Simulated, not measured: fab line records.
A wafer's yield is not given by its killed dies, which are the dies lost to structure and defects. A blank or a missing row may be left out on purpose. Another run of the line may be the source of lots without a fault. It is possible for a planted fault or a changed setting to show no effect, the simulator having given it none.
fab line records	flow sky130
record lots=12	wafers=36	last-day=50
route steps=708 shown LI_CONTACT@365 LOCAL_INTERCONNECT@388 CONTACT@408 METAL1@439 PAD_OPEN@708
lots untouched by any fault: they come from a run of this same line in which no faults occurred
start-h: hours from the record's opening day to when the first of the lot's shown wafers began	wait-h: hours since the lot's step before	" unchanged from the row above	L1.1+2: a single row standing in for several wafers	- no value, or no start was given	* or withheld: withheld	< > ~ a bound
route shown NAME@n: a module of which the file shows steps, and the number in the route of the first	usual: average and standard deviation across the fault-free wafers	same: alike in all rows	chamber/n: place in a boat	sites: the reading at each site	_std_site: standard deviation of those values	_edge_site: outer sites' mean less inner sites'	radius-mm: how far each site lies from the wafer's centre	mask NAME#n: copy n	behind: tool/chamber where the wafer was last shaped	hold: cause of the lot's hold/its duration in hours/its outcome	device: the transistor (n, p or np) that didn't switch	end of line: the same wafers' tests at the end of the route	a step without rows: its recipe alone	killed: count of dies lost to structure and defects at first sort (not the wafer's yield)	map: per-die view of a wafer (x killed, . not killed, _ where there is no die)
set.NAME: setting as actually run; set.NAME@STEP: the setting as run at that earlier step	model.NAME: the simulator's own value behind a step, which no gauge read
a sample of lots followed through the steps of the route, with each step as a table and each wafer as a row
services: when a tool's chamber went out of use (start-h, in hours from the record's first day, below 0 if earlier), for how many hours, and the reason
## steps
# step SKY_LI_CONTACT_BOW_MEAS_03
# recipe mode=bow
# usual LI_CONTACT_BOW=56/7
lot.wafer	tool	chamber	start-h	wait-h	LI_CONTACT_BOW[um]
L783.1	film-metro-01	-	645.22	0.1	52
L783.2	"	-	"	"	52
L783.3	"	-	"	"	51
L785.2	film-metro-03	-	673.74	0.2	62
L785.4	"	-	"	"	64
L785.5	"	-	"	"	57
L787.2	film-metro-01	-	707.62	0.2	55
L787.3	"	-	"	"	44
L787.5	"	-	"	"	56
L790.2	film-metro-03	-	727.67	0.1	60
L790.4	"	-	"	"	51
L790.5	"	-	"	"	58
L793.1	film-metro-02	-	730.17	0.1	54
L793.4	"	-	"	"	68
L793.5	"	-	"	"	61
L792.3	film-metro-01	-	730.36	0.1	61
L792.4	"	-	"	"	55
L792.5	"	-	"	"	58
L794.2	film-metro-03	-	742.92	0.2	69
L794.5	"	-	"	"	66
L794.6	"	-	"	"	53
L795.2	film-metro-01	-	752.00	0.2	62
L795.3	"	-	"	"	56
L795.5	"	-	"	"	63
L797.1	film-metro-01	-	767.71	0.2	44
L797.4	"	-	"	"	67
L797.6	"	-	"	"	57
L798.3	film-metro-02	-	773.18	0.3	65
L798.4	"	-	"	"	51
L798.5	"	-	"	"	47
L801.1	film-metro-01	-	802.50	0.2	62
L801.2	"	-	"	"	57
L801.6	"	-	"	"	52
L804.2	film-metro-02	-	823.12	0.2	54
L804.4	"	-	"	"	56
L804.5	"	-	"	"	59
# step SKY_LOCAL_INTERCONNECT_RS_MEAS_01
# recipe thk-meas-gauge=four-point-probe	reads=TiN_of_LOCAL_INTERCONNECT_SPUTTER_00
# usual LOCAL_INTERCONNECT_TIN_RS=14.20/0.15
lot.wafer	tool	chamber	start-h	wait-h	LOCAL_INTERCONNECT_TIN_RS[ohm/sq]
L783.1	film-metro-04	-	674.79	0.0	13.98
L783.2	"	-	"	"	14.25
L783.3	"	-	"	"	14.13
L785.2	film-metro-04	-	703.12	0.1	13.94
L785.4	"	-	"	"	13.95
L785.5	"	-	"	"	13.82
L787.2	film-metro-03	-	737.67	0.1	13.95
L787.3	"	-	"	"	13.92
L787.5	"	-	"	"	14.06
L790.2	film-metro-03	-	757.28	0.1	14.18
L790.4	"	-	"	"	14.20
L790.5	"	-	"	"	14.31
L793.1	film-metro-02	-	759.20	0.0	14.35
L793.4	"	-	"	"	14.30
L793.5	"	-	"	"	14.24
L792.3	film-metro-04	-	759.84	0.1	14.42
L792.4	"	-	"	"	14.42
L792.5	"	-	"	"	14.25
L794.2	film-metro-02	-	771.16	0.1	14.12
L794.5	"	-	"	"	13.94
L794.6	"	-	"	"	14.16
L795.2	film-metro-03	-	780.42	0.1	14.26
L795.3	"	-	"	"	14.28
L795.5	"	-	"	"	14.24
L797.1	film-metro-02	-	795.98	0.0	14.33
L797.4	"	-	"	"	14.19
L797.6	"	-	"	"	14.13
L798.3	film-metro-03	-	802.29	0.1	14.24
L798.4	"	-	"	"	14.08
L798.5	"	-	"	"	13.98
L801.1	film-metro-04	-	830.77	0.0	14.25
L801.2	"	-	"	"	14.37
L801.6	"	-	"	"	14.40
L804.2	film-metro-04	-	851.35	0.1	14.38
L804.4	"	-	"	"	14.36
L804.5	"	-	"	"	14.31
# step SKY_CONTACT_HDPCVD_02
# recipe material=SiO2	target-thk-nm=565	sigma-open-frac=0.3	time-s=94.2	temp-c=600	sih4-flow-sccm=60	pressure-mtorr=6
# usual run-length-s=121.9/0.42	sih4-flow-sccm=59.98/0.18
lot.wafer	tool	chamber	start-h	wait-h	run-length-s	sih4-flow-sccm
L783.1	hdpcvd-01	2	704.92	0.1	122.0	59.63
L783.2	"	0	"	"	122.0	60.00
L783.3	"	1	"	"	121.5	60.18
L785.2	hdpcvd-02	1	732.27	0.0	121.7	59.84
L785.4	"	1	"	"	122.4	59.80
L785.5	"	0	"	"	121.7	60.12
L787.2	hdpcvd-01	0	766.68	0.0	121.8	59.81
L787.3	"	2	"	"	122.0	60.10
L787.5	"	0	"	"	122.0	60.19
L790.2	hdpcvd-01	0	784.92	0.0	121.9	59.88
L790.4	"	2	"	"	122.3	59.73
L790.5	"	0	"	"	121.6	60.09
L793.1	hdpcvd-02	2	786.72	0.1	122.2	60.08
L793.4	"	2	"	"	122.2	59.81
L793.5	"	1	"	"	121.6	60.04
L792.3	hdpcvd-01	1	788.44	0.1	122.1	60.06
L792.4	"	2	"	"	122.9	59.99
L792.5	"	0	"	"	122.1	59.90
L794.2	hdpcvd-02	2	799.37	0.0	122.1	60.09
L794.5	"	2	"	"	122.1	59.75
L794.6	"	1	"	"	122.3	59.99
L795.2	hdpcvd-02	1	808.17	0.0	121.6	59.94
L795.3	"	2	"	"	122.2	59.97
L795.5	"	2	"	"	122.7	59.74
L797.1	hdpcvd-01	0	823.43	0.1	121.5	59.90
L797.4	"	0	"	"	121.4	59.53
L797.6	"	1	"	"	121.4	60.27
L798.3	hdpcvd-02	2	830.25	0.0	122.2	59.93
L798.4	"	0	"	"	121.5	60.23
L798.5	"	1	"	"	121.8	59.90
L801.1	hdpcvd-01	0	858.72	0.1	121.4	59.95
L801.2	"	2	"	"	117.9	59.89
L801.6	"	2	"	"	122.3	59.87
L804.2	hdpcvd-02	1	878.44	0.0	121.7	59.70
L804.4	"	2	"	"	122.5	60.19
L804.5	"	0	"	"	121.5	60.02
# step SKY_CONTACT_THK_MEAS_03
# recipe reads=SiO2_of_CONTACT_HDPCVD_02
# usual CONTACT_HDPCVD_THK=564/7.8
lot.wafer	tool	chamber	start-h	wait-h	CONTACT_HDPCVD_THK[nm]
L783.1	film-metro-04	-	704.99	0.0	568
L783.2	"	-	"	"	564
L783.3	"	-	"	"	566
L785.2	film-metro-04	-	732.35	0.0	565
L785.4	"	-	"	"	558
L785.5	"	-	"	"	567
L787.2	film-metro-01	-	766.76	0.0	558
L787.3	"	-	"	"	559
L787.5	"	-	"	"	552
L790.2	film-metro-04	-	785.00	0.0	553
L790.4	"	-	"	"	556
L790.5	"	-	"	"	556
L793.1	film-metro-04	-	786.79	0.0	581
L793.4	"	-	"	"	582
L793.5	"	-	"	"	579
L792.3	film-metro-01	-	788.52	0.1	566
L792.4	"	-	"	"	553
L792.5	"	-	"	"	556
L794.2	film-metro-01	-	799.44	0.0	575
L794.5	"	-	"	"	574
L794.6	"	-	"	"	574
L795.2	film-metro-04	-	808.24	0.0	567
L795.3	"	-	"	"	578
L795.5	"	-	"	"	569
L797.1	film-metro-04	-	823.50	0.0	556
L797.4	"	-	"	"	550
L797.6	"	-	"	"	548
L798.3	film-metro-04	-	830.34	0.1	559
L798.4	"	-	"	"	562
L798.5	"	-	"	"	559
L801.1	film-metro-04	-	858.79	0.0	557
L801.2	"	-	"	"	525
L801.6	"	-	"	"	560
L804.2	film-metro-02	-	878.52	0.0	579
L804.4	"	-	"	"	578
L804.5	"	-	"	"	579
# step SKY_CONTACT_CMP_04
# recipe material=SiO2	down-force-psi=4	platen-rpm=60	pad-velocity-m-s=0.94248
# usual head-pressure-psi=4.000/0.0079	motor-current-A=11.3/1.2	time-to-endpoint-s=83/4.7
lot.wafer	tool	chamber	start-h	wait-h	head-pressure-psi	motor-current-A	time-to-endpoint-s
L783.2	cmp-02	1	705.05	0.0	3.991	12.4	87
L783.3	"	2	"	"	4.005	9.3	84
L783.1	"	3	"	"	3.998	10.1	86
L785.2	cmp-01	3	732.50	0.1	4.001	12.0	79
L785.4	"	0	"	"	3.995	12.8	81
L785.5	"	2	"	"	4.016	10.5	89
L787.3	cmp-02	1	766.86	0.1	4.004	12.5	81
L787.2	"	3	"	"	4.000	11.4	82
L787.5	"	0	"	"	4.008	12.7	79
L790.2	cmp-02	3	785.05	0.0	4.012	10.8	83
L790.4	"	0	"	"	4.002	12.7	88
L790.5	"	3	"	"	4.011	10.6	82
L793.4	cmp-02	0	786.90	0.1	4.002	13.1	97
L793.1	"	2	"	"	4.002	9.3	89
L793.5	"	3	"	"	4.001	11.0	92
L792.4	cmp-02	3	788.80	0.3	4.008	10.6	83
L792.3	"	0	"	"	3.995	12.7	85
L792.5	"	0	"	"	3.999	12.9	84
L794.2	cmp-02	1	799.49	0.0	4.002	11.9	93
L794.5	"	1	"	"	3.999	12.6	86
L794.6	"	2	"	"	4.008	9.5	82
L795.2	cmp-01	2	808.42	0.2	4.004	10.1	87
L795.3	"	1	"	"	3.999	12.0	86
L795.5	"	3	"	"	3.994	11.1	81
L797.1	cmp-01	0	823.56	0.1	4.001	12.9	81
L797.4	"	2	"	"	4.003	9.9	80
L797.6	"	1	"	"	3.978	12.2	74
L798.4	cmp-01	1	830.38	0.0	4.001	11.7	77
L798.3	"	2	"	"	4.001	9.9	80
L798.5	"	1	"	"	4.001	11.9	80
L801.1	cmp-02	3	858.95	0.1	4.006	10.7	78
L801.2	"	0	"	"	3.984	12.9	65
L801.6	"	2	"	"	3.988	8.9	76
L804.4	cmp-02	2	878.57	0.0	3.993	9.8	85
L804.2	"	3	"	"	3.995	10.2	86
L804.5	"	2	"	"	3.988	9.0	83
# step SKY_METAL1_RS_MEAS_05
# recipe thk-meas-gauge=four-point-probe	reads=TiN_of_METAL1_SPUTTER_04+Ti_of_METAL1_SPUTTER_03+AlCu_of_METAL1_SPUTTER_02+TiN_of_METAL1_SPUTTER_01+Ti_of_METAL1_SPUTTER_00
# usual METAL1_ALCU_RS=0.1272/0.0016
lot.wafer	tool	chamber	start-h	wait-h	METAL1_ALCU_RS[ohm/sq]
L783.1	film-metro-03	-	734.90	0.0	0.1267
L783.2	"	-	"	"	0.1270
L783.3	"	-	"	"	0.1260
L785.2	film-metro-01	-	762.39	0.0	0.1274
L785.4	"	-	"	"	0.1283
L785.5	"	-	"	"	0.1275
L787.2	film-metro-04	-	795.80	0.0	0.1262
L787.3	"	-	"	"	0.1280
L787.5	"	-	"	"	0.1257
L790.2	film-metro-03	-	813.60	0.0	0.1282
L790.4	"	-	"	"	0.1297
L790.5	"	-	"	"	0.1276
L793.1	film-metro-01	-	815.95	0.0	0.1273
L793.4	"	-	"	"	0.1265
L793.5	"	-	"	"	0.1272
L792.3	film-metro-03	-	817.37	0.1	0.1256
L792.4	"	-	"	"	0.1251
L792.5	"	-	"	"	0.1268
L794.2	film-metro-03	-	829.12	0.0	0.1273
L794.5	"	-	"	"	0.1267
L794.6	"	-	"	"	0.1283
L795.2	film-metro-03	-	837.55	0.0	0.1267
L795.3	"	-	"	"	0.1276
L795.5	"	-	"	"	0.1281
L797.1	film-metro-03	-	852.18	0.0	0.1258
L797.4	"	-	"	"	0.1266
L797.6	"	-	"	"	0.1268
L798.3	film-metro-03	-	858.84	0.1	0.1254
L798.4	"	-	"	"	0.1252
L798.5	"	-	"	"	0.1259
L801.1	film-metro-04	-	886.68	0.0	0.1295
L801.2	"	-	"	"	0.1303
L801.6	"	-	"	"	0.1305
L804.2	film-metro-04	-	906.55	0.0	0.1259
L804.4	"	-	"	"	0.1274
L804.5	"	-	"	"	0.1277
# step SKY_PAD_OPEN_PROBE_99
# usual killed_at_M0_to_M3=43/6.6	killed_at_M4_up=2.9/1.6	killed-at-contacts=24/4.9	killed-at-front-end=15/4.5	killed-at-other=0.2/0.45	killed-dies=86/8.8	killed-on-rim=16/4.2	killed-open=48/6.4	killed-short=38/5.6
# same gross-dies=492	killed-at-back-side=0
lot.wafer	tool	chamber	start-h	wait-h	killed_at_M0_to_M3	killed_at_M4_up	killed-at-contacts	killed-at-front-end	killed-at-other	killed-dies	killed-on-rim	killed-open	killed-short
L783.1	prober-01	-	1075.66	0.1	39	3	20	18	1	81	9	48	33
L783.2	prober-01	-	1075.71	0.1	39	4	16	12	0	71	17	35	36
L783.3	prober-01	-	1075.76	0.2	41	3	17	16	1	78	11	44	34
L785.2	prober-01	-	1097.12	0.1	40	2	27	13	0	82	20	44	38
L785.4	prober-01	-	1097.22	0.2	40	2	24	12	0	78	15	45	33
L785.5	prober-01	-	1097.27	0.2	49	4	30	12	0	95	21	47	48
L787.3	prober-01	-	1124.84	0.2	49	3	22	12	0	86	17	48	38
L787.5	prober-01	-	1124.94	0.2	46	1	24	13	0	84	15	46	38
L790.4	prober-01	-	1137.08	0.2	53	3	27	11	0	94	15	57	37
L793.1	prober-02	-	1140.03	0.1	39	5	25	16	0	85	19	50	35
L794.5	prober-02	-	1149.78	0.2	35	5	27	12	0	79	17	42	37
L795.2	prober-01	-	1153.37	0.1	38	5	25	18	0	86	16	49	37
L795.3	prober-01	-	1153.42	0.2	54	3	24	29	0	110	27	64	46
L795.5	prober-01	-	1153.52	0.2	34	3	24	20	0	81	13	49	32
# killed by level:class
L783.1 VIA1:geometric-particle:open=10 VIA3:geometric-particle:open=6 LI_CONTACT:geometric-particle:open=6 FIELD_ISO:geometric-particle:open=5 CONTACT:geometric-particle:open=5 VIA2:geometric-particle:open=5 METAL3:geometric-particle:short=4 VIA3:geometric-particle:short=4
L783.2 VIA1:geometric-particle:open=12 FIELD_ISO:geometric-particle:short=7 CONTACT:geometric-particle:open=6 METAL2:geometric-particle:short=6 VIA2:geometric-particle:open=5 METAL1:geometric-particle:short=4 METAL4:geometric-particle:short=4 LOCAL_INTERCONNECT:geometric-particle:short=3
L783.3 VIA2:geometric-particle:open=11 VIA1:geometric-particle:open=9 LOCAL_INTERCONNECT:geometric-particle:short=6 FIELD_ISO:geometric-particle:open=3 METAL1:geometric-particle:short=3 POLY_GATE:geometric-particle:open=3 POLY_CUT:geometric-particle:short=3 LI_CONTACT:geometric-particle:open=3
L785.2 CONTACT:geometric-particle:open=11 VIA1:geometric-particle:open=6 LI_CONTACT:geometric-particle:open=6 VIA2:geometric-particle:open=6 VIA1:geometric-particle:short=5 METAL2:geometric-particle:short=5 VIA3:geometric-particle:open=5 FIELD_ISO:geometric-particle:short=4
L785.4 CONTACT:geometric-particle:open=13 VIA2:geometric-particle:open=9 VIA1:geometric-particle:open=7 POLY_GATE:geometric-particle:short=5 METAL2:geometric-particle:short=5 VIA3:geometric-particle:open=5 CONTACT:geometric-particle:short=4 LI_CONTACT:geometric-particle:open=3
L785.5 VIA1:geometric-particle:open=12 CONTACT:geometric-particle:open=10 METAL1:geometric-particle:short=8 POLY_GATE:geometric-particle:short=8 CONTACT:geometric-particle:short=7 LI_CONTACT:geometric-particle:open=6 VIA3:geometric-particle:open=6 METAL2:geometric-particle:short=5
L787.3 VIA1:geometric-particle:open=11 VIA3:geometric-particle:open=10 METAL2:geometric-particle:short=9 POLY_GATE:geometric-particle:open=6 LI_CONTACT:geometric-particle:open=5 CONTACT:geometric-particle:open=5 LOCAL_INTERCONNECT:geometric-particle:short=5 CONTACT:geometric-particle:short=4
L787.5 VIA1:geometric-particle:open=10 CONTACT:geometric-particle:open=9 VIA2:geometric-particle:open=7 METAL2:geometric-particle:short=6 FIELD_ISO:geometric-particle:open=5 LI_CONTACT:geometric-particle:open=5 METAL1:geometric-particle:short=5 VIA3:geometric-particle:open=5
L790.4 VIA1:geometric-particle:open=15 LI_CONTACT:geometric-particle:open=10 VIA1:geometric-particle:short=7 METAL2:geometric-particle:short=7 CONTACT:geometric-particle:open=6 VIA3:geometric-particle:open=6 METAL2:geometric-particle:open=5 VIA3:geometric-particle:short=5
L793.1 CONTACT:geometric-particle:open=10 VIA3:geometric-particle:open=10 VIA1:geometric-particle:open=10 LI_CONTACT:geometric-particle:open=6 FIELD_ISO:geometric-particle:open=5 METAL4:geometric-particle:short=4 METAL2:geometric-particle:short=4 LOCAL_INTERCONNECT:geometric-particle:short=4
L794.5 LI_CONTACT:geometric-particle:open=9 VIA3:geometric-particle:open=8 CONTACT:geometric-particle:open=7 METAL2:geometric-particle:short=7 METAL4:geometric-particle:short=5 VIA2:geometric-particle:open=5 FIELD_ISO:geometric-particle:short=4 CONTACT:geometric-particle:short=4
L795.2 LI_CONTACT:geometric-particle:open=10 VIA1:geometric-particle:open=9 METAL1:geometric-particle:short=7 CONTACT:geometric-particle:open=6 FIELD_ISO:geometric-particle:open=5 FIELD_ISO:geometric-particle:short=4 POLY_GATE:geometric-particle:open=4 LI_CONTACT:geometric-particle:short=4
L795.3 VIA1:geometric-particle:open=15 VIA3:geometric-particle:open=10 CONTACT:geometric-particle:open=10 FIELD_ISO:geometric-particle:short=9 VIA1:geometric-particle:short=8 VIA2:geometric-particle:open=7 LOCAL_INTERCONNECT:geometric-particle:short=6 POLY_GATE:geometric-particle:open=5
L795.5 CONTACT:geometric-particle:open=11 VIA1:geometric-particle:open=7 VIA2:geometric-particle:open=7 POLY_GATE:geometric-particle:open=5 POLY_GATE:geometric-particle:short=5 LI_CONTACT:geometric-particle:open=5 VIA3:geometric-particle:open=5 METAL1:geometric-particle:short=4
## services
tool	chamber	start-h	hours	kind
cmp-02	-	684.45	5.5	repair
cmp-02	-	687.06	1.2	repair
cmp-02	-	710.32	1.0	repair
cmp-02	-	731.66	4.1	pm
cmp-01	-	744.00	4.0	pm
cmp-01	-	748.00	-	consumable-replace:conditioner
cmp-01	-	748.00	-	consumable-replace:pad
hdpcvd-02	-	761.63	1.4	repair
hdpcvd-02	-	763.69	6.0	pm
cmp-01	-	766.01	3.7	pm
cmp-02	-	805.09	4.1	repair
cmp-02	-	811.65	0.3	repair
cmp-02	-	820.57	6.8	repair
cmp-02	-	834.81	2.2	repair
hdpcvd-02	2	837.07	13.6	repair
hdpcvd-01	-	842.22	1.7	repair
## key
first-sign step=SKY_CONTACT_HDPCVD_02	reading=run-length-s	direction=down	sigmas=9.5	usual=*	struck=*
effect step=SKY_CONTACT_THK_MEAS_03	reading=CONTACT_HDPCVD_THK	direction=down	sigmas=5.1	usual=564	struck=525
effect step=SKY_CONTACT_CMP_04	reading=time-to-endpoint-s	direction=down	sigmas=3.7	usual=*	struck=*
met-at SKY_CONTACT_HDPCVD_02
struck-lots L801
struck-wafers L801.2
tester-left-out L801
not-acting-at SKY_LI_CONTACT_BOW_MEAS_03,SKY_LOCAL_INTERCONNECT_RS_MEAS_01,SKY_METAL1_RS_MEAS_05
onset-between 823.43 858.72
fault kind=process-parameter-drift	tool=hdpcvd-01	chamber=-	onset-h=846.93	steps=SKY_CONTACT_HDPCVD_02	channel=time-s	offset=*	shape=step	end-h=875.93	scope=struck-wafers-only	acts-in=*	stated=*
# tester-left-out: of these lots the tester's yield and bins aren't shown, on N5 and GAA mostly nor the transistor test; their killed dies are dies lost to structure and defects alone, not to doping, threshold or leakage, so they don't give the yield
